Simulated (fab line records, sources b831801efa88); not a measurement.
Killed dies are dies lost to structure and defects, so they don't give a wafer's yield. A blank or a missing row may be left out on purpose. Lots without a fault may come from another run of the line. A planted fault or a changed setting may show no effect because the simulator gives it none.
fab line records | flow sky130
record lots=5 wafers=15 last_day=50
route steps=708 shown GATE_OXIDE@188 PAD_OPEN@708
lots that met no fault: from a run of the same line without faults
start_h: hours from the record's first day to the start of the lot's first wafer shown | wait_h: hours since the lot's step before | " the same as in the row above | L1.1+2: a row that stands for several wafers | - no value, or no start given | * or withheld: withheld | < > ~ a bound
route shown NAME@n: a module of which the file shows steps, and the number in the route of the first | usual: mean/standard deviation of fault-free wafers | same: alike in all rows | chamber/n: place in a boat | sites: the reading at each site | _std_site: their standard deviation | _edge_site: outer sites' mean less inner sites' | radius_mm: how far each site lies from the wafer's centre | mask NAME#n: copy n | behind: the tool/chamber that last shaped the wafer | hold: why the lot was held/for how many hours/how that ended | device: the transistor (n, p or np) that didn't switch | end of line: the same wafers' tests at the end of the route | a step without rows: its recipe alone | killed: dies lost to structure and defects at the first sort, not the wafer's yield | map: a wafer's dies, x killed, . not, _ none there
set.NAME: the setting as run; set.NAME@STEP: as run at that earlier step | model.NAME: the simulator's own value behind a step, which no gauge read
lots at some steps of the route; a table a step, a row a wafer
services: from which hour (start_h, from the record's first day; less than 0 if before it) a tool's chamber was out of use, for how many hours, and why
## steps
# step SKY_GATE_OXIDE_OXIDATION_01
# recipe temp_c=900 ambient=O2 stabilise_s=600 purge_s=300 target_thk_a=102.68 ox_time_s=1473
# step SKY_GATE_OXIDE_THK_MEAS_02
# recipe reads=SiO2_of_GATE_OXIDE_OXIDATION_01
# usual GATE_OXIDE_OXIDATION_00_THK=10.27/0.21
# columns lot.wafer tool chamber start_h wait_h GATE_OXIDE_OXIDATION_00_THK[nm]
L853.2 film_metro-04 - 330.76 0.0 10.30
L853.5 " - " " 10.43
L853.6 " - " " 10.40
L855.1 film_metro-01 - 347.83 0.0 10.77
L855.3 " - " " 10.50
L855.4 " - " " 10.59
L863.1 film_metro-04 - 416.05 0.0 10.31
L863.5 " - " " 10.33
L863.6 " - " " 10.43
L869.2 film_metro-04 - 465.18 0.0 10.27
L869.3 " - " " 10.31
L869.5 " - " " 10.36
L870.1 film_metro-04 - 500.21 0.0 10.21
L870.2 " - " " 10.44
L870.4 " - " " 10.55
# step SKY_GATE_OXIDE_DEHYDRATE_03
# recipe temp_c=200 time_s=60
# step SKY_GATE_OXIDE_HMDS_04
# recipe prime_time_s=60 prime_temp_c=120
# step SKY_GATE_OXIDE_COAT_05
# recipe resist=NOVOLAK spin_rpm=3000 resist_thk_nm=1140
# step SKY_GATE_OXIDE_SOFTBAKE_06
# recipe temp_c=90 time_s=60 resist=NOVOLAK
# step SKY_GATE_OXIDE_EXPOSE_07
# recipe mask_id=LVOM na=0.6 source_shape=conventional sigma_outer=0.6 polarization=unpolarized target_cd_nm=600 dose_mj=170
# step SKY_GATE_OXIDE_PEB_08
# recipe temp_c=withheld time_s=* resist=NOVOLAK
# step SKY_GATE_OXIDE_DEVELOP_09
# recipe resist=NOVOLAK developer=TMAH develop_time_s=60 dev_temp_c=23
# step SKY_GATE_OXIDE_OVL_MEAS_10
# usual GATE_OXIDE_OVL=-0.2/1.4
# columns lot.wafer tool chamber start_h wait_h GATE_OXIDE_OVL[nm]
L853.2 overlay-02 - 357.73 0.1 -1.7
L853.5 " - " " -1.9
L853.6 " - " " -0.3
L855.1 overlay-02 - 375.93 0.1 -0.3
L855.3 " - " " 1.2
L855.4 " - " " 0.7
L863.1 overlay-01 - 445.69 0.1 0.4
L863.5 " - " " -0.2
L863.6 " - " " -0.4
L869.2 overlay-01 - 495.65 0.1 -0.5
L869.3 " - " " -2.6
L869.5 " - " " 0.0
L870.1 overlay-01 - 529.49 0.1 0.0
L870.2 " - " " 1.1
L870.4 " - " " -0.2
# step SKY_GATE_OXIDE_IMPLANT_11
# recipe species=B energy_kev=10 dose_cm2=2.6e+12 tilt_deg=withheld
# step SKY_GATE_OXIDE_WET_ETCH_12
# recipe chemistry=dHF target_depth_nm=16.8 dry=n2_spin target=SiO2 dilution=100:1 temp_c=25 time_s=336
# step SKY_GATE_OXIDE_STRIP_13
# recipe chemistry=O2/N2 power_w=1400 pressure_mtorr=1500 platen_temp_c=withheld o2_flow_sccm=3000 n2_flow_sccm=300 overash_fraction=0.5
# usual drypump_motor_current_A=5.4/0.44 oes_product_au=0.716/0.0048 strip_time_to_endpoint_s=14.15/0.037
# columns lot.wafer tool chamber start_h wait_h drypump_motor_current_A oes_product_au rf_hours_counter_h strip_time_to_endpoint_s model.NOVOLAK_of_GATE_OXIDE_COAT_05.thk_nm
L853.2 plasma_asher-04 0 358.02 0.0 5.0 0.714 55 14.17 0
L853.5 " 0 " " 5.0 0.719 - 14.08 0
L853.6 " 1 " " 5.2 0.723 - 14.17 0
L855.1 plasma_asher-02 0 376.23 0.0 5.0 0.711 25 14.18 0
L855.3 " 1 " " 6.1 0.722 - 14.17 0
L855.4 " 0 " " 5.0 0.716 - 14.16 0
L863.1 plasma_asher-02 1 445.99 0.0 6.1 0.941 32 - 326.2
L863.5 " 0 " " 5.0 0.948 - - 326
L863.6 " 1 " " 6.1 0.945 - - 325.6
L869.2 plasma_asher-03 0 495.93 0.0 5.2 0.714 78 14.14 0
L869.3 " 0 " " 5.2 0.714 - 14.14 0
L869.5 " 1 " " 6.0 0.728 - 14.10 0
L870.1 plasma_asher-04 1 529.78 0.0 5.2 0.713 72 14.14 0
L870.2 " 0 " " 5.0 0.719 72 14.13 0
L870.4 " 0 " " 5.0 0.723 - 14.12 0
# step SKY_GATE_OXIDE_TW_MEAS_14
# usual GATE_OXIDE_TW=227.7/1.4
# columns lot.wafer tool chamber start_h wait_h GATE_OXIDE_TW
L853.2 film_metro-04 - 358.13 0.1 227.9
L853.5 " - " " 228.6
L853.6 " - " " 228.1
L855.1 film_metro-01 - 376.33 0.1 228.7
L855.3 " - " " 228.9
L855.4 " - " " 228.3
L863.1 film_metro-04 - 446.09 0.1 227.2
L863.5 " - " " 226.1
L863.6 " - " " 226.3
L869.2 film_metro-02 - 496.04 0.1 224.3
L869.3 " - " " 223.4
L869.5 " - " " 223.4
L870.1 film_metro-01 - 529.88 0.1 228.7
L870.2 " - " " 228.2
L870.4 " - " " 228.5
# step SKY_PAD_OPEN_PROBE_99
# usual killed_at_M0_to_M3=45/6.8 killed_at_M4_up=3.1/2 killed_at_contacts=23/5.2 killed_at_front_end=14/3.7 killed_at_other=0.3/0.61 killed_dies=86/9 killed_on_rim=17/3.9 killed_open=46/6.9 killed_short=39/6.4
# same gross_dies=492 killed_at_back_side=0
# columns lot.wafer tool chamber start_h wait_h hold killed_at_M0_to_M3 killed_at_M4_up killed_at_contacts killed_at_front_end killed_at_other killed_dies killed_on_rim killed_open killed_short
L853.2 prober-01 - 1109.80 0.1 - 44 1 20 17 1 83 16 40 43
L853.5 prober-01 - 1109.95 0.2 - 56 5 14 12 0 87 23 41 46
L853.6 prober-01 - 1110.00 0.2 - 46 1 17 16 0 80 11 33 47
L855.1 prober-01 - 1120.81 0.1 - 44 1 18 13 0 76 18 51 25
L855.3 prober-01 - 1120.91 0.2 - 40 1 23 17 0 81 15 38 43
L855.4 prober-01 - 1120.96 0.2 - 42 1 26 15 2 86 22 44 42
L863.1 prober-01 - 1165.30 0.1 await_dispo/1.4h/scrap 50 4 23 415 0 492 96 55 44
L863.5 prober-01 - 1165.50 0.2 await_dispo/1.4h/scrap 44 3 30 415 0 492 96 60 37
L863.6 prober-01 - 1165.55 0.2 await_dispo/1.4h/scrap 43 3 29 417 0 492 96 54 35
L869.2 prober-02 - 1199.11 0.1 - 42 5 17 16 0 80 14 44 36
L869.3 prober-02 - 1199.16 0.2 - 49 4 21 18 2 94 21 54 40
L869.5 prober-02 - 1199.26 0.2 - 46 6 23 15 1 91 16 48 43
L870.1 prober-02 - 1209.11 0.1 - 41 5 21 12 1 80 17 44 36
L870.2 prober-02 - 1209.16 0.1 - 45 4 27 13 0 89 14 57 31
L870.4 prober-02 - 1209.26 0.2 - 57 4 25 16 0 102 16 49 52
# killed by level:class
L853.2 METAL2:geometric_particle:short=8 CONTACT:geometric_particle:open=7 VIA3:geometric_particle:open=7 VIA1:geometric_particle:open=6 FIELD_ISO:geometric_particle:short=5 LOCAL_INTERCONNECT:geometric_particle:short=5 LI_CONTACT:geometric_particle:short=4 METAL1:geometric_particle:short=4
L853.5 VIA1:geometric_particle:open=11 METAL2:geometric_particle:short=8 VIA1:geometric_particle:short=7 METAL1:geometric_particle:short=7 VIA3:geometric_particle:open=6 VIA2:geometric_particle:open=5 POLY_GATE:geometric_particle:open=4 METAL4:geometric_particle:short=4
L853.6 METAL1:geometric_particle:short=8 LI_CONTACT:geometric_particle:open=6 METAL2:geometric_particle:short=6 METAL3:geometric_particle:short=6 VIA2:geometric_particle:open=5 FIELD_ISO:geometric_particle:short=4 FIELD_ISO:geometric_particle:open=4 POLY_GATE:geometric_particle:open=4
L855.1 VIA1:geometric_particle:open=13 VIA2:geometric_particle:open=9 CONTACT:geometric_particle:open=6 VIA3:geometric_particle:open=5 FIELD_ISO:geometric_particle:open=4 LI_CONTACT:geometric_particle:open=4 VIA2:geometric_particle:short=4 FIELD_ISO:geometric_particle:short=3
L855.3 VIA1:geometric_particle:open=7 POLY_GATE:geometric_particle:short=6 LI_CONTACT:geometric_particle:open=6 CONTACT:geometric_particle:open=6 METAL1:geometric_particle:short=6 METAL2:geometric_particle:short=6 VIA2:geometric_particle:open=6 FIELD_ISO:geometric_particle:short=4
L855.4 CONTACT:geometric_particle:open=13 VIA1:geometric_particle:open=7 FIELD_ISO:geometric_particle:short=6 VIA2:geometric_particle:open=6 VIA1:geometric_particle:short=6 VIA3:geometric_particle:open=6 LOCAL_INTERCONNECT:geometric_particle:short=5 METAL2:geometric_particle:short=5
L863.1 GATE_OXIDE:area_oxidation=211 POLY_GATE:area_cvd=182 METAL2:geometric_particle:short=10 LI_CONTACT:geometric_particle:open=9 FIELD_ISO:geometric_particle:open=8 VIA3:geometric_particle:open=8 CONTACT:geometric_particle:open=6 METAL1:geometric_particle:short=6
L863.5 POLY_GATE:area_cvd=210 GATE_OXIDE:area_oxidation=185 VIA1:geometric_particle:open=12 CONTACT:geometric_particle:open=11 LI_CONTACT:geometric_particle:open=8 VIA3:geometric_particle:open=7 POLY_GATE:geometric_particle:open=5 CONTACT:geometric_particle:short=5
L863.6 GATE_OXIDE:area_oxidation=206 POLY_GATE:area_cvd=197 CONTACT:geometric_particle:open=13 VIA1:geometric_particle:open=12 LI_CONTACT:geometric_particle:open=8 METAL2:geometric_particle:short=7 VIA2:geometric_particle:open=6 VIA3:geometric_particle:open=5
L869.2 VIA1:geometric_particle:open=8 METAL2:geometric_particle:short=7 CONTACT:geometric_particle:open=7 VIA3:geometric_particle:open=7 POLY_GATE:geometric_particle:open=6 LI_CONTACT:geometric_particle:open=6 VIA1:geometric_particle:short=5 FIELD_ISO:geometric_particle:short=4
L869.3 VIA1:geometric_particle:open=12 VIA3:geometric_particle:open=9 LI_CONTACT:geometric_particle:open=8 METAL2:geometric_particle:short=7 VIA1:geometric_particle:short=6 FIELD_ISO:geometric_particle:open=5 VIA2:geometric_particle:open=5 CONTACT:geometric_particle:open=5
L869.5 VIA1:geometric_particle:open=12 LI_CONTACT:geometric_particle:open=8 VIA3:geometric_particle:open=8 CONTACT:geometric_particle:open=6 METAL2:geometric_particle:short=6 METAL1:geometric_particle:short=5 FIELD_ISO:geometric_particle:open=4 VIA2:geometric_particle:short=4
L870.1 LI_CONTACT:geometric_particle:open=12 VIA3:geometric_particle:open=10 VIA2:geometric_particle:short=7 VIA1:geometric_particle:open=7 VIA3:geometric_particle:short=5 CONTACT:geometric_particle:open=4 METAL2:geometric_particle:short=4 FIELD_ISO:geometric_particle:open=3
L870.2 VIA3:geometric_particle:open=12 CONTACT:geometric_particle:open=11 VIA1:geometric_particle:open=11 FIELD_ISO:geometric_particle:open=6 LI_CONTACT:geometric_particle:open=6 LOCAL_INTERCONNECT:geometric_particle:short=5 VIA1:geometric_particle:short=5 VIA2:geometric_particle:open=5
L870.4 METAL2:geometric_particle:short=11 VIA1:geometric_particle:open=10 VIA2:geometric_particle:open=9 CONTACT:geometric_particle:open=8 VIA3:geometric_particle:open=7 FIELD_ISO:geometric_particle:short=5 LI_CONTACT:geometric_particle:open=5 LI_CONTACT:geometric_particle:short=5
# map L863.1 (x killed, . not)
__________xxxxxxxxxx_________
________xxxxxxxxxxxxxx_______
______xxxxxxxxxxxxxxxxxx_____
_____xxxxxxxxxxxxxxxxxxxx____
____xxxxxxxxxxxxxxxxxxxxxx___
___xxxxxxxxxxxxxxxxxxxxxxxx__
__xxxxxxxxxxxxxxxxxxxxxxxxxx_
_xxxxxxxxxxxxxxxxxxxxxxxxxxxx
_xxxxxxxxxxxxxxxxxxxxxxxxxxxx
_xxxxxxxxxxxxxxxxxxxxxxxxxxxx
_xxxxxxxxxxxxxxxxxxxxxxxxxxxx
_xxxxxxxxxxxxxxxxxxxxxxxxxxxx
_xxxxxxxxxxxxxxxxxxxxxxxxxxxx
_xxxxxxxxxxxxxxxxxxxxxxxxxxxx
_xxxxxxxxxxxxxxxxxxxxxxxxxxxx
__xxxxxxxxxxxxxxxxxxxxxxxxxx_
___xxxxxxxxxxxxxxxxxxxxxxxx__
____xxxxxxxxxxxxxxxxxxxxxx___
_____xxxxxxxxxxxxxxxxxxxx____
______xxxxxxxxxxxxxxxxxx_____
________xxxxxxxxxxxxxx_______
__________xxxxxxxxxx_________
# map L855.4 (x killed, . not)
__________.x..xx...._________
________..x..........._______
______.x.x.....x....x..._____
_____...............x....____
____.......x.......xx.xx..___
___....x.....x....x......x.__
__x....xx.........x..x......_
_.x.....x......x...x.xx......
_......xx...........x....x...
_x.xx.....x.x.........x..x...
_.........xx....x............
_.......xxx.x..xx...x........
_x...x...x....x.xx....x......
_.............x.....x...x..xx
_......................x.....
__x...x..x.............x..xx_
___........x.......x......x__
____xx.......x......x.....___
_____............x.....x.____
______..x...x....x.x..xx_____
________.....x........_______
__________.x........_________
## services
# columns tool chamber start_h hours kind
plasma_asher-03 - 378.43 1.0 repair
plasma_asher-03 - 396.92 2.8 pm
plasma_asher-03 - 409.34 1.6 repair
plasma_asher-03 - 485.90 5.9 repair
plasma_asher-02 - 514.41 2.8 pm
## key
first_sign step=SKY_GATE_OXIDE_STRIP_13 reading=oes_product_au direction=up sigmas=48 usual=0.716 struck=0.945
effect step=SKY_PAD_OPEN_PROBE_99 reading=killed_at_front_end direction=up sigmas=99+ usual=14 struck=416
model_effect step=SKY_GATE_OXIDE_STRIP_13 value=NOVOLAK_of_GATE_OXIDE_COAT_05.thk_nm without=0 struck=325.9
more_kills_born_at SKY_GATE_OXIDE_OXIDATION_16@furnace-02=602 SKY_POLY_GATE_CVD_00@lpcvd-01=589
met_at SKY_GATE_OXIDE_STRIP_13
struck_wafers L863.1,L863.5,L863.6
later_rows_left_out L863.1,L863.5,L863.6
tester_left_out L863
onset_between 376.23 445.99
fault kind=strip_aborted tool=plasma_asher-02 chamber=- onset_h=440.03 steps=SKY_GATE_OXIDE_STRIP_13 offset=0.56477 end_h=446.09
# tester_left_out: of these lots the tester's yield and bins aren't shown, on N5 and GAA mostly nor the transistor test; their killed dies are dies lost to structure and defects alone, not to doping, threshold or leakage, so they don't give the yield
# later_rows_left_out: the simulator's readings of these wafers behind a module that went badly wrong aren't trusted and aren't shown, but for the sort
